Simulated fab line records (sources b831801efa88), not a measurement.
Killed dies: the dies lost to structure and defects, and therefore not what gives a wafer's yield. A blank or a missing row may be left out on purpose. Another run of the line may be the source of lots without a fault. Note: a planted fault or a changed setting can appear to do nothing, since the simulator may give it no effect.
The tool behind it: which one? | flow gf180mcu | 13 lots, 39 wafers sampled, at 4 steps of a route of 602

## WHAT THE GAUGES SHOWED, per wafer
GF_LVPWELL_TW_MEAS_11. Usual: LVPWELL_TW typically reads 562, with standard deviation 4.6.
lot  | measured    | on            | LVPWELL_TW  | flag
L871 | day 3 19:54 | film metro-03 | 560 557 558 |
L872 | day 4 04:46 | film metro-03 | 565 562 561 |
L873 | day 4 06:53 | film metro-04 | 564 562 566 |
L874 | day 4 13:02 | film metro-01 | 556 556 556 |
L875 | day 4 20:56 | film metro-04 | 567 565 568 |
L876 | day 5 00:12 | film metro-04 | 567 570 569 |
L877 | day 5 06:08 | film metro-01 | 555 558 558 |
L886 | day 7 09:01 | film metro-04 | 566 565 569 |
L887 | day 7 17:30 | film metro-04 | 569 567 571 |
L889 | day 8 02:24 | film metro-04 | 565 566 571 |
L890 | day 8 06:53 | film metro-03 | 564 561 562 |
L893 | day 9 00:28 | film metro-03 | 558 560 557 |
L894 | day 9 11:11 | film metro-04 | 569 567 563 |

GF_MVPSD_OVL_MEAS_07. Usual: MVPSD_OVL typically reads -1.2 nm, with standard deviation 1.5.
lot  | measured     | on         | MVPSD_OVL (nm) | flag
L871 | day 4 22:11  | overlay-02 | -3.7 -3.7 -4.7 |
L872 | day 5 08:18  | overlay-02 | 0.7 -0.2 -1.5  |
L873 | day 5 10:31  | overlay-02 | -2.1 -1.9 -2.5 |
L874 | day 5 16:40  | overlay-01 | -3.1 -2.6 -2.6 |
L875 | day 6 01:43  | overlay-01 | -2.7 -2.0 -1.8 |
L876 | day 6 04:34  | overlay-01 | -2.5 -2.8 -3.0 |
L877 | day 6 11:55  | overlay-02 | 1.5 0.2 0.3    |
L886 | day 8 17:01  | overlay-01 | -3.1 -2.1 -2.4 |
L887 | day 9 01:44  | overlay-01 | -3.4 -1.1 -2.6 |
L889 | day 9 12:35  | overlay-02 | -0.9 -0.5 -1.2 |
L890 | day 9 16:56  | overlay-02 | -2.6 1.0 -3.1  |
L893 | day 10 12:31 | overlay-02 | -1.9 -1.5 -1.0 |
L894 | day 10 23:59 | overlay-02 | 1.9 0.2 0.3    |

## TOOL THAT RAN EACH LOT (tool first, then ch and the chambers of the sampled wafers, then the start)
lot  | GF_STI_ETCH_14                  | GF_STI_STRIP_15
L871 | rie si-01 ch 1,3, day 2 01:13   | plasma asher-04 ch 0,1, day 2 01:18
L872 | rie si-02 ch 0,2, day 2 06:40   | plasma asher-01 ch 0,1, day 2 06:45
L873 | rie si-01 ch 0,2,3, day 2 10:37 | plasma asher-01 ch 0,1, day 2 10:42
L874 | rie si-02 ch 0,1, day 2 16:22   | plasma asher-01 ch 1, day 2 16:27
L875 | rie si-02 ch 1,2, day 3 01:30   | plasma asher-04 ch 0,1, day 3 01:37
L876 | rie si-01 ch 0,1,3, day 3 04:18 | plasma asher-04 ch 0,1, day 3 04:25
L877 | rie si-02 ch 0,1,3, day 3 08:10 | plasma asher-04 ch 0,1, day 3 08:17
L886 | rie si-01 ch 0,2,3, day 5 06:38 | plasma asher-04 ch 0,1, day 5 06:43
L887 | rie si-01 ch 0,1,3, day 5 12:46 | plasma asher-04 ch 0,1, day 5 12:50
L889 | rie si-02 ch 0,3, day 5 22:09   | plasma asher-04 ch 0,1, day 5 22:13
L890 | rie si-02 ch 0,1, day 6 02:19   | plasma asher-01 ch 0,1, day 6 02:26
L893 | rie si-02 ch 0,1, day 6 19:34   | plasma asher-02 ch 0,1, day 6 19:41
L894 | rie si-02 ch 0,1,2, day 7 00:57 | plasma asher-02 ch 0,1, day 7 01:01
- GF_STI_ETCH_14: etches Si in HBr/Cl2/O2, target depth 360 nm, time 102.9 s.
- GF_STI_STRIP_15: strips in O2/N2.

## AS READ BY THE TOOLS THEMSELVES (means over the sampled wafers that have a number; for cases with no such wafer, the mark the record gives instead)
GF_STI_ETCH_14. Usual: drypump motor current A 5.6 A, standard deviation 0.47; oes product au 0.995 a.u., standard deviation 0.0096; run length s 131.2 s, standard deviation 0.31; throttle valve pct 25.658 %, standard deviation 0.01.
lot  | tool      | drypump motor current A (A) | oes product au (a.u.) | run length s (s) | throttle valve pct (%) | flag
L871 | rie si-01 | 5.4                         | 0.989                 | 130.6            | 25.668                 |
L872 | rie si-02 | 5.3                         | 1.001                 | 131.2            | 25.647                 |
L873 | rie si-01 | 5.8                         | 0.996                 | 131.3            | 25.664                 |
L874 | rie si-02 | 5.2                         | 0.997                 | 130.8            | 25.664                 |
L875 | rie si-02 | 5.4                         | 0.994                 | 131.2            | 25.665                 |
L876 | rie si-01 | 5.9                         | 0.994                 | 130.9            | 25.659                 |
L877 | rie si-02 | 5.5                         | 1.000                 | 130.9            | 25.652                 |
L886 | rie si-01 | 5.8                         | 0.993                 | 120.2            | 25.662                 | OFF
L887 | rie si-01 | 5.9                         | 0.994                 | 120.3            | 25.666                 | OFF
L889 | rie si-02 | 5.4                         | 1.008                 | 131.2            | 25.663                 |
L890 | rie si-02 | 5.2                         | 0.994                 | 131.0            | 25.657                 |
L893 | rie si-02 | 5.2                         | 0.990                 | 131.2            | 25.661                 |
L894 | rie si-02 | 5.4                         | 1.003                 | 131.1            | 25.652                 |

GF_STI_STRIP_15. Usual: drypump motor current A 5.96 A, standard deviation 0.24; heater power w 367 W, standard deviation 42; oes product au 0.384 a.u., standard deviation 0.0049; strip time to endpoint s 3.72 s, standard deviation 0.052.
lot  | tool            | drypump motor current A (A) | heater power w (W) | oes product au (a.u.) | strip time to endpoint s (s) | flag
L871 | plasma asher-04 | 6.12                        | 350                | 0.381                 | 3.73                         |
L872 | plasma asher-01 | 5.77                        | 401                | 0.383                 | 3.70                         |
L873 | plasma asher-01 | 5.66                        | 388                | 0.384                 | 3.72                         |
L874 | plasma asher-01 | 5.57                        | 377                | 0.380                 | 3.70                         |
L875 | plasma asher-04 | 6.20                        | 384                | 0.387                 | 3.71                         |
L876 | plasma asher-04 | 6.19                        | 378                | 0.386                 | 3.70                         |
L877 | plasma asher-04 | 6.18                        | 379                | 0.384                 | 3.69                         |
L886 | plasma asher-04 | 6.20                        | 379                | 0.384                 | 3.87                         |
L887 | plasma asher-04 | 6.12                        | 352                | 0.385                 | 3.81                         |
L889 | plasma asher-04 | 6.18                        | 382                | 0.388                 | 3.77                         |
L890 | plasma asher-01 | 5.75                        | 402                | 0.387                 | 3.71                         |
L893 | plasma asher-02 | 5.99                        | 316                | 0.386                 | 3.73                         |
L894 | plasma asher-02 | 6.08                        | 317                | 0.381                 | 3.65                         |

## THE ANSWER, worked out from the rows above alone
Rule: lot off if the mean of its wafers having a number is beyond 3 standard deviations from the usual mean. Also off: a lot with no number at a reading for which 4 or more lots have one. Where the step has rows for the other lots, those lots are counted as sound. The gauges are gone through in route order, then the tools' own readings, and for those a lot's mean is taken as printed above. At the first step where some lot is off, the reading lying furthest off is the one used; lots without a number count as furthest.
Off, at GF_STI_ETCH_14 on run length s: L886, L887.
A tool fits if, at that step or a process step before it, it ran every lot that is off, and no sound lot after the first of them. One candidate fits, namely rie si-01 at GF_STI_ETCH_14. Its last sound lot is L876 (day 3 04:18), its first lot that is off L886 (day 5 06:38): a fault that began between those two fits.
On the lots that are off, the tool's own readings at GF_STI_ETCH_14 differ by more than 5 times the standard deviation of the sound lots' means, which bears it out; run length s reads 120.2 s there versus 131.0 s on the sound lots.

## WHAT WAS PUT IN BY THE SIMULATOR
rie si-01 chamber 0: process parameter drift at GF_STI_ETCH_14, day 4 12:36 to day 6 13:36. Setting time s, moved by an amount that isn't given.
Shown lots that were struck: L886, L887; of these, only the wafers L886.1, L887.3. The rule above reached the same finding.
